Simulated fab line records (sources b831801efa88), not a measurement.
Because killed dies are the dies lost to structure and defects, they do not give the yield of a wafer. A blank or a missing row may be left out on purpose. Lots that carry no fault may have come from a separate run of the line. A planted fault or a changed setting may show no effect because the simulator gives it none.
fab line records	flow sky130
record lots=7	wafers=19	lastDay=51
route steps=708 shown POLY_GATE@219 PAD_OPEN@708
lots that met no fault: from a run of the same line without faults
startH: hours from the record's opening day to when the first of the lot's shown wafers began	waitH: hours from the lot's prior step to this one	" repeats the value in the row above	L1.1+2: a row that stands for several wafers	- either no value or no given start	* or withheld: withheld	< > ~ a bound
route shown NAME@n: NAME is a module with steps in the file, n the number in the route of the first one	usual: mean/standard deviation taken from wafers without a fault	same: alike in all rows	chamber/n: place in a boat	sites: each site's reading	_std_site: the values' standard deviation	_edge_site: outer sites' mean less inner sites'	radiusMm: for every site, how far away it sits from the centre of the wafer	mask NAME#n: copy n	behind: the most recent tool/chamber to have shaped the wafer	hold: the reason the lot was held/the length of the hold in hours/how it ended	device: the n, p or np transistor that did not switch	end of line: tests run on the same wafers once the route is complete	a step without rows: its recipe alone	killed: at the first sort, the dies lost to defects and structure; wafer yield is something else	map: per-die view of a wafer (x killed, . not killed, _ where there is no die)
set.NAME: the setting that was run; set.NAME@STEP: the one run at that earlier step	model.NAME: the simulator's own value behind a step, which no gauge read
lots at some steps of the route; a table a step, a row a wafer
services: a tool's chamber out of use, with start hour (startH, from the record's first day; less than 0 if before it), hours out, and reason
## steps
# step SKY_POLY_GATE_DEHYDRATE_05
# recipe tempC=200	timeS=60
# step SKY_POLY_GATE_HMDS_06
# recipe primeTimeS=60	primeTempC=120
# step SKY_POLY_GATE_COAT_07
# recipe resist=BARC	tempC=withheld	timeS=withheld	spinRpm=3000	resistThkNm=110
# step SKY_POLY_GATE_COAT_08
# recipe resist=KrF-thick	spinRpm=3000	resistThkNm=450
# step SKY_POLY_GATE_SOFTBAKE_09
# recipe tempC=100	timeS=90	resist=KrF-thick
# step SKY_POLY_GATE_EXPOSE_10
# recipe maskId=P1M	na=0.68	sourceShape=conventional	sigmaOuter=0.6	targetCdNm=150	doseMj=28
# step SKY_POLY_GATE_PEB_11
# recipe pebTempC=withheld	pebTimeS=withheld	resist=KrF-thick
# step SKY_POLY_GATE_DEVELOP_12
# recipe developTimeS=60	resist=KrF-thick	devTempC=21
# step SKY_POLY_GATE_CD_MEAS_13
# recipe targetCdNm=150
# usual cdNm=150.0/1.3
lot.wafer	tool	chamber	startH	waitH	cdNm
L404.2	cdSem-01	-	401.14	-	150.7
L404.3	"	-	"	"	149.6
L404.5	"	-	"	"	150.2
L408.2	cdSem-01	-	429.84	-	149.3
L408.4	"	-	"	"	148.5
L408.5	"	-	"	"	149.5
L409.5	cdSem-01	-	440.70	-	152.6
L409.6	"	-	"	"	153.2
L411.4	cdSem-02	-	452.93	-	150.6
L411.5	"	-	"	"	149.5
L411.6	"	-	"	"	151.4
L412.1	cdSem-02	-	469.81	-	148.7
L412.5	"	-	"	"	148.7
L423.1	cdSem-01	-	561.99	-	150.5
L423.2	"	-	"	"	149.0
L423.6	"	-	"	"	150.0
L425.2	cdSem-02	-	570.61	-	151.2
L425.5	"	-	"	"	152.5
L425.6	"	-	"	"	151.6
# step SKY_POLY_GATE_OVL_MEAS_14
# usual POLY_GATE_OVL=-1/4.9
lot.wafer	tool	chamber	startH	waitH	POLY_GATE_OVL[nm]
L404.2	overlay-01	-	401.24	0.1	6
L404.3	"	-	"	"	8
L404.5	"	-	"	"	12
L408.2	overlay-01	-	429.94	0.1	-5
L408.4	"	-	"	"	-9
L408.5	"	-	"	"	-6
L409.5	overlay-01	-	440.76	0.0	0
L409.6	"	-	"	"	1
L411.4	overlay-01	-	453.01	0.1	4
L411.5	"	-	"	"	9
L411.6	"	-	"	"	3
L412.1	overlay-02	-	469.93	0.1	-11
L412.5	"	-	"	"	-4
L423.1	overlay-01	-	562.11	0.1	1
L423.2	"	-	"	"	3
L423.6	"	-	"	"	3
L425.2	overlay-02	-	570.71	0.1	-3
L425.5	"	-	"	"	-7
L425.6	"	-	"	"	0
# step SKY_POLY_GATE_ETCH_15
# recipe chemistry=N2/H2	target=BARC	ionEnergyEv=200	sourceW=500	biasW=100	pressureMtorr=30	n2FlowSccm=100	h2FlowSccm=200	stopOn=SiO2	timeS=118.5	targetDepthA=1100
# usual drypumpMotorCurrentA=5.8/0.32	oesProductAu=0.716/0.0044	throttleValvePct=13.210/0.0092
# same timeS=118.5
lot.wafer	tool	chamber	startH	waitH	drypumpMotorCurrentA	oesProductAu	rfHoursCounterH	throttleValvePct
L404.2	rieDiel-02	3	401.27	0.0	5.3	0.714	48	13.209
L404.3	"	1	"	"	5.1	0.718	89	13.203
L404.5	"	2	"	"	5.9	0.716	-	13.211
L408.2	rieDiel-01	1	429.97	0.0	6.3	0.715	4	13.203
L408.4	"	3	"	"	6.0	0.722	70	13.220
L408.5	"	2	"	"	5.9	0.721	-	13.219
L409.5	rieDiel-02	0	440.81	0.0	5.3	0.715	-	13.205
L409.6	"	1	"	"	5.0	0.719	-	13.216
L411.4	rieDiel-03	2	453.03	0.0	5.9	0.716	87	13.216
L411.5	"	0	"	"	5.9	0.710	-	13.222
L411.6	"	3	"	"	5.7	0.713	-	13.210
L412.1	rieDiel-03	0	469.97	0.0	5.9	0.713	11	13.218
L412.5	"	3	"	"	5.7	0.717	-	13.205
L423.1	rieDiel-02	3	562.14	0.0	5.3	0.711	51	13.215
L423.2	"	0	"	"	5.3	0.716	11	13.198
L423.6	"	1	"	"	5.1	0.719	-	13.211
L425.2	rieDiel-03	1	570.74	0.0	6.2	0.718	43	13.199
L425.5	"	1	"	"	6.3	0.713	-	13.204
L425.6	"	0	"	"	5.9	0.718	-	13.206
# step SKY_POLY_GATE_ETCH_16
# recipe stopOn=poly-Si	chemistry=CH3F/O2	target=Si3N4	sourceW=400	biasW=80	pressureMtorr=25	ch3fFlowSccm=40	O2_flow_sccm=30	timeS=147.5	targetDepthA=750
# usual drypumpMotorCurrentA=5.8/0.33	oesProductAu=0.641/0.0053	throttleValvePct=10.535/0.0088
# same timeS=147.5
lot.wafer	tool	chamber	startH	waitH	drypumpMotorCurrentA	oesProductAu	rfHoursCounterH	throttleValvePct
L404.2	rieDiel-02	3	401.35	0.0	5.3	0.641	48	10.532
L404.3	"	1	"	"	5.0	0.641	89	10.529
L404.5	"	2	"	"	5.9	0.653	-	10.538
L408.2	rieDiel-01	1	430.05	0.0	6.3	0.640	4	10.535
L408.4	"	3	"	"	5.9	0.647	70	10.537
L408.5	"	2	"	"	5.9	0.646	-	10.534
L409.5	rieDiel-02	0	440.90	0.0	5.3	0.637	-	10.530
L409.6	"	1	"	"	5.0	0.635	-	10.544
L411.4	rieDiel-03	2	453.11	0.0	5.9	0.639	87	10.528
L411.5	"	0	"	"	5.9	0.641	-	10.556
L411.6	"	3	"	"	5.7	0.637	-	10.532
L412.1	rieDiel-03	0	470.05	0.0	5.9	0.641	11	10.522
L412.5	"	3	"	"	5.7	0.644	-	10.519
L423.1	rieDiel-02	3	562.23	0.0	5.2	0.636	51	10.541
L423.2	"	0	"	"	5.3	0.637	11	10.536
L423.6	"	1	"	"	5.0	0.640	-	10.545
L425.2	rieDiel-03	1	570.83	0.0	6.2	0.640	43	10.527
L425.5	"	1	"	"	6.2	0.646	-	10.536
L425.6	"	0	"	"	5.9	0.638	-	10.533
# step SKY_POLY_GATE_ETCH_17
# recipe targetDepthNm=180	stopOn=SiO2	overEtchFrac=0.56667	chemistry=HBr/Cl2	target=poly-Si	icpW=400	biasW=100	pressureMtorr=10	HBr_flow_sccm=150	Cl2_flow_sccm=50	timeS=70.5
# usual HBr_flow_sccm=150.0/0.48	drypumpMotorCurrentA=5.8/0.46	oesProductAu=0.990/0.0078	overEtchFrac=0.56667/0	throttleValvePct=33.684/0.0088
# same timeS=70.5
lot.wafer	tool	chamber	startH	waitH	HBr_flow_sccm	drypumpMotorCurrentA	oesProductAu	overEtchFrac	rfHoursCounterH	throttleValvePct	model.KrF-thick_of_POLY_GATE_COAT_08.thkNm	model.SiO2_of_SONOS_ONO_CVD_04.thkNm
L404.2	rieSi-02	1	401.45	0.0	149.5	6.2	0.985	0.56667	0	33.671	138.3	4.272
L404.3	"	0	"	"	150.4	5.6	0.996	0.56667	3	33.689	140.8	4.283
L404.5	"	3	"	"	149.9	5.2	0.999	0.56667	-	33.684	137.3	4.282
L408.2	rieSi-01	3	430.15	0.0	149.5	5.1	0.983	0.56667	4	33.704	140.7	4.157
L408.4	"	1	"	"	149.8	6.5	0.995	0.56667	2	33.699	138.6	4.108
L408.5	"	0	"	"	150.6	6.0	1.000	0.56667	-	33.691	138.2	4.241
L409.5	rieSi-01	1	440.98	0.0	150.9	6.5	0.987	0.56667	-	33.696	138.2	4.123
L409.6	"	0	"	"	150.0	5.9	0.857	0.89065	-	33.691	119.6	3.494
L411.4	rieSi-01	3	453.21	0.0	149.6	5.1	0.991	0.56667	4	33.679	132.8	4.113
L411.5	"	3	"	"	150.5	5.1	0.985	0.56667	-	33.682	143	4.207
L411.6	"	0	"	"	149.7	5.9	0.877	0.89065	-	33.679	113	3.568
L412.1	rieSi-01	1	470.15	0.0	149.8	6.5	0.875	0.89065	3	33.685	118.8	3.584
L412.5	"	3	"	"	149.8	5.1	0.985	0.56667	-	33.679	139.7	4.28
L423.1	rieSi-02	0	562.33	0.0	149.7	5.7	0.997	0.56667	4	33.690	136.3	4.228
L423.2	"	1	"	"	150.7	6.2	0.990	0.56667	1	33.689	137.2	4.151
L423.6	"	2	"	"	149.9	6.2	1.005	0.56667	-	33.678	132.7	4.185
L425.2	rieSi-02	2	570.93	0.0	150.3	6.2	1.000	0.56667	0	33.692	133.1	4.152
L425.5	"	3	"	"	150.0	5.1	0.980	0.56667	-	33.672	137.2	4.155
L425.6	"	0	"	"	150.0	5.6	1.005	0.56667	-	33.697	138.9	4.165
# step SKY_POLY_GATE_STRIP_18
# recipe chemistry=O2/N2	powerW=1400	pressureMtorr=1500	platenTempC=withheld	o2FlowSccm=3000	n2FlowSccm=300	overashFraction=0.5
# usual drypumpMotorCurrentA=5.9/0.44	oesProductAu=0.359/0.0047	stripTimeToEndpointS=3.14/0.044
lot.wafer	tool	chamber	startH	waitH	drypumpMotorCurrentA	oesProductAu	rfHoursCounterH	stripTimeToEndpointS
L404.2	plasmaAsher-04	0	401.51	0.0	6.4	0.362	69	3.15
L404.3	"	1	"	"	6.1	0.358	-	3.18
L404.5	"	0	"	"	6.4	0.349	-	3.14
L408.2	plasmaAsher-04	1	430.21	0.0	6.1	0.368	72	3.16
L408.4	"	1	"	"	6.1	0.365	-	3.15
L408.5	"	1	"	"	6.1	0.353	-	3.14
L409.5	plasmaAsher-02	1	441.07	0.1	5.1	0.358	-	3.15
L409.6	"	0	"	"	5.5	0.359	-	2.94
L411.4	plasmaAsher-03	1	453.30	0.1	6.1	0.355	-	3.10
L411.5	"	1	"	"	6.1	0.359	-	3.20
L411.6	"	0	"	"	5.4	0.349	-	2.87
L412.1	plasmaAsher-03	1	470.21	0.0	6.1	0.356	4	2.93
L412.5	"	0	"	"	5.4	0.361	-	3.15
L423.1	plasmaAsher-03	1	562.38	0.0	6.1	0.361	11	3.13
L423.2	"	0	"	"	5.4	0.365	11	3.12
L423.6	"	0	"	"	5.4	0.349	-	3.09
L425.2	plasmaAsher-02	0	570.98	0.0	5.4	0.355	76	3.08
L425.5	"	0	"	"	5.5	0.358	-	3.14
L425.6	"	1	"	"	5.2	0.357	-	3.16
# step SKY_POLY_GATE_CLEAN_19
# recipe chemistry=SC1/SC2	mix=1:4:20	tempC=70	timeS=150	dry=n2Spin
# step SKY_PAD_OPEN_PROBE_99
# usual killed_at_M0_to_M3=44/7.2	killed_at_M4_up=2.9/1.8	killedAtContacts=24/5.2	killedAtFrontEnd=15/4	killedAtOther=0.2/0.49	killedDies=85/9.1	killedOpen=47/6.8	killedShort=38/5.7
# same grossDies=492	killedAtBackSide=0
lot.wafer	tool	chamber	startH	waitH	killed_at_M0_to_M3	killed_at_M4_up	killedAtContacts	killedAtFrontEnd	killedAtOther	killedDies	killedOpen	killedShort	model.etest.tipSonos.rsOhmSq	model.etest.tipN.rsOhmSq
L404.2	prober-01	-	1111.07	0.1	38	4	27	20	1	90	42	48	2590	442.8
L404.3	prober-01	-	1111.12	0.2	48	4	14	15	0	81	41	40	2547	440.3
L404.5	prober-01	-	1111.22	0.2	41	5	23	11	0	80	50	30	2583	437.8
L408.2	prober-01	-	1128.98	0.1	46	1	26	8	1	82	40	42	2694	449.2
L408.4	prober-01	-	1129.08	0.2	40	3	26	7	0	76	32	44	2736	446.9
L408.5	prober-01	-	1129.13	0.2	41	3	33	12	1	90	56	34	2684	450.1
L409.6	prober-01	-	1139.09	0.2	41	3	28	14	0	86	50	36	2424	436.6
L411.4	prober-02	-	1144.63	0.2	36	5	30	13	0	84	47	37	2758	437.2
L411.5	prober-02	-	1144.68	0.2	43	3	31	13	0	90	53	37	2788	439.2
L411.6	prober-02	-	1144.73	0.2	44	2	18	8	0	72	42	30	2590	431.9
L412.1	prober-01	-	1154.05	0.1	52	1	28	14	0	95	52	43	2532	443.4
L412.5	prober-01	-	1154.25	0.2	34	2	30	13	0	79	47	32	2706	448.8
L423.1	prober-02	-	1205.45	0.1	34	5	16	10	0	65	36	29	2650	449.1
L423.2	prober-02	-	1205.50	0.1	49	1	24	7	0	81	48	33	2627	449.9
L423.6	prober-02	-	1205.70	0.2	45	1	20	10	0	76	38	38	2648	446.4
L425.2	prober-02	-	1212.96	0.1	40	2	14	14	1	71	40	31	2729	447.1
L425.5	prober-02	-	1213.11	0.2	40	5	21	11	0	77	46	31	2696	444.5
L425.6	prober-02	-	1213.16	0.2	53	3	14	14	0	84	50	34	2630	440.8
# killed by level:class
L404.2 VIA1:geometricParticle:open=10 CONTACT:geometricParticle:open=8 FIELD_ISO:geometricParticle:short=7 LI_CONTACT:geometricParticle:open=6 VIA1:geometricParticle:short=6 VIA3:geometricParticle:open=6 LOCAL_INTERCONNECT:geometricParticle:short=5 CONTACT:geometricParticle:short=5
L404.3 VIA2:geometricParticle:open=8 VIA1:geometricParticle:open=7 VIA1:geometricParticle:short=7 FIELD_ISO:geometricParticle:short=5 VIA3:geometricParticle:open=5 FIELD_ISO:geometricParticle:open=4 CONTACT:geometricParticle:open=4 CONTACT:geometricParticle:short=4
L404.5 VIA1:geometricParticle:open=11 CONTACT:geometricParticle:open=10 VIA3:geometricParticle:open=8 VIA2:geometricParticle:open=6 CONTACT:geometricParticle:short=5 VIA1:geometricParticle:short=5 METAL2:geometricParticle:short=5 LI_CONTACT:geometricParticle:open=4
L408.2 VIA1:geometricParticle:open=10 VIA3:geometricParticle:open=9 CONTACT:geometricParticle:short=7 LI_CONTACT:geometricParticle:open=6 LI_CONTACT:geometricParticle:short=5 METAL2:geometricParticle:short=5 METAL1:geometricParticle:short=5 VIA2:geometricParticle:open=5
L408.4 CONTACT:geometricParticle:open=11 VIA1:geometricParticle:open=7 VIA2:geometricParticle:short=7 VIA1:geometricParticle:short=6 LI_CONTACT:geometricParticle:open=5 CONTACT:geometricParticle:short=5 METAL1:geometricParticle:short=5 LOCAL_INTERCONNECT:geometricParticle:short=4
L408.5 VIA1:geometricParticle:open=14 LI_CONTACT:geometricParticle:open=11 VIA2:geometricParticle:open=9 CONTACT:geometricParticle:open=7 LI_CONTACT:geometricParticle:short=5 CONTACT:geometricParticle:short=5 VIA1:geometricParticle:short=5 FIELD_ISO:geometricParticle:open=4
L409.6 LI_CONTACT:geometricParticle:open=10 VIA2:geometricParticle:open=8 VIA1:geometricParticle:open=8 CONTACT:geometricParticle:short=6 CONTACT:geometricParticle:open=6 VIA3:geometricParticle:open=6 FIELD_ISO:geometricParticle:open=5 METAL2:geometricParticle:short=5
L411.4 CONTACT:geometricParticle:open=14 VIA1:geometricParticle:open=7 VIA3:geometricParticle:open=7 FIELD_ISO:geometricParticle:short=6 LOCAL_INTERCONNECT:geometricParticle:short=6 VIA2:geometricParticle:open=6 METAL4:geometricParticle:short=5 METAL1:geometricParticle:short=4
L411.5 CONTACT:geometricParticle:open=16 VIA1:geometricParticle:open=10 VIA3:geometricParticle:open=7 METAL2:geometricParticle:short=7 FIELD_ISO:geometricParticle:short=6 LI_CONTACT:geometricParticle:open=6 METAL1:geometricParticle:short=6 VIA2:geometricParticle:open=5
L411.6 VIA1:geometricParticle:open=13 VIA2:geometricParticle:open=7 METAL2:geometricParticle:short=7 VIA3:geometricParticle:open=6 FIELD_ISO:geometricParticle:open=5 CONTACT:geometricParticle:open=5 LI_CONTACT:geometricParticle:open=4 LOCAL_INTERCONNECT:geometricParticle:short=4
L412.1 VIA1:geometricParticle:open=14 CONTACT:geometricParticle:open=10 VIA1:geometricParticle:short=10 LI_CONTACT:geometricParticle:open=8 VIA3:geometricParticle:open=7 METAL1:geometricParticle:short=6 CONTACT:geometricParticle:short=6 VIA2:geometricParticle:open=5
L412.5 CONTACT:geometricParticle:open=13 VIA1:geometricParticle:open=6 LI_CONTACT:geometricParticle:open=5 CONTACT:geometricParticle:short=5 LOCAL_INTERCONNECT:geometricParticle:short=5 VIA3:geometricParticle:open=5 METAL1:geometricParticle:short=4 METAL2:geometricParticle:short=4
L423.1 VIA1:geometricParticle:open=10 VIA3:geometricParticle:open=7 CONTACT:geometricParticle:open=6 VIA1:geometricParticle:short=6 LOCAL_INTERCONNECT:geometricParticle:short=5 VIA2:geometricParticle:open=4 FIELD_ISO:geometricParticle:short=3 FIELD_ISO:geometricParticle:open=3
L423.2 VIA3:geometricParticle:open=10 VIA1:geometricParticle:open=10 CONTACT:geometricParticle:open=9 LOCAL_INTERCONNECT:geometricParticle:short=5 METAL2:geometricParticle:short=5 METAL1:geometricParticle:short=5 POLY_GATE:geometricParticle:open=4 LI_CONTACT:geometricParticle:open=4
L423.6 VIA1:geometricParticle:open=12 LI_CONTACT:geometricParticle:short=6 VIA3:geometricParticle:open=6 CONTACT:geometricParticle:open=5 VIA1:geometricParticle:short=5 METAL2:geometricParticle:short=5 VIA2:geometricParticle:open=5 METAL3:geometricParticle:short=5
L425.2 VIA3:geometricParticle:open=11 VIA1:geometricParticle:open=7 CONTACT:geometricParticle:open=5 METAL1:geometricParticle:short=5 FIELD_ISO:geometricParticle:open=4 METAL3:geometricParticle:short=4 LOCAL_INTERCONNECT:geometricParticle:short=4 VIA1:geometricParticle:short=4
L425.5 VIA1:geometricParticle:open=9 CONTACT:geometricParticle:open=8 VIA2:geometricParticle:open=7 METAL1:geometricParticle:short=6 LI_CONTACT:geometricParticle:short=5 VIA3:geometricParticle:open=5 VIA1:geometricParticle:short=4 POLY_GATE:geometricParticle:short=3
L425.6 VIA1:geometricParticle:open=15 METAL1:geometricParticle:short=11 VIA3:geometricParticle:open=10 POLY_GATE:geometricParticle:open=7 VIA2:geometricParticle:open=6 LOCAL_INTERCONNECT:geometricParticle:short=4 CONTACT:geometricParticle:open=4 METAL2:geometricParticle:short=4
## services
tool	chamber	startH	hours	kind
rieDiel-03	3	391.10	11.4	repair
rieDiel-01	-	391.65	0.5	repair
rieSi-01	1	395.49	2.6	repair
rieDiel-03	-	399.71	2.8	pm
plasmaAsher-03	-	421.25	9.0	pm
plasmaAsher-04	-	430.52	0.3	repair
rieSi-02	0	430.85	3.9	repair
rieDiel-02	-	470.14	0.7	repair
rieDiel-03	-	475.99	1.2	repair
rieSi-01	-	479.44	1.6	repair
rieSi-01	-	481.81	2.8	pm
rieDiel-03	0	486.22	3.9	repair
rieDiel-01	1	487.14	11.9	repair
rieDiel-02	2	492.30	2.4	repair
rieDiel-02	2	494.81	1.9	repair
rieSi-01	-	496.98	0.4	repair
rieDiel-02	3	501.01	3.7	repair
rieSi-02	-	502.77	0.6	repair
plasmaAsher-03	-	508.31	19.8	pm
plasmaAsher-02	-	520.30	1.8	repair
rieDiel-01	0	533.79	5.1	repair
rieSi-02	1	544.43	2.7	repair
rieDiel-03	0	553.71	2.5	repair
rieDiel-01	0	558.20	8.5	repair
## key
firstSign step=SKY_POLY_GATE_ETCH_17	reading=overEtchFrac	direction=up	sigmas=99+	usual=0.56667	struck=0.89065
effect step=SKY_POLY_GATE_ETCH_17	reading=oesProductAu	direction=down	sigmas=15	usual=0.990	struck=0.870
effect step=SKY_POLY_GATE_STRIP_18	reading=stripTimeToEndpointS	direction=down	sigmas=5	usual=*	struck=*
modelEffect step=SKY_POLY_GATE_ETCH_17	value=KrF-thick_of_POLY_GATE_COAT_08.thkNm	without=137	struck=117.1
modelEffect step=SKY_PAD_OPEN_PROBE_99	value=etest.tipSonos.rsOhmSq	without=2677	struck=2515
metAt SKY_POLY_GATE_ETCH_17
struckWafers L409.6,L411.6,L412.1
testerLeftOut L409,L411,L412
onsetBetween 430.15 440.98
fault kind=processParameterDrift	tool=rieSi-01	chamber=-	onsetH=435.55	steps=SKY_POLY_GATE_ETCH_17	channel=overEtchFrac	offset=0.32399	shape=step	endH=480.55	scope=struckWafersOnly	stated=0.56667
# testerLeftOut: of these lots the tester's yield and bins aren't shown, on N5 and GAA mostly nor the transistor test; their killed dies are dies lost to structure and defects alone, not to doping, threshold or leakage, so they don't give the yield
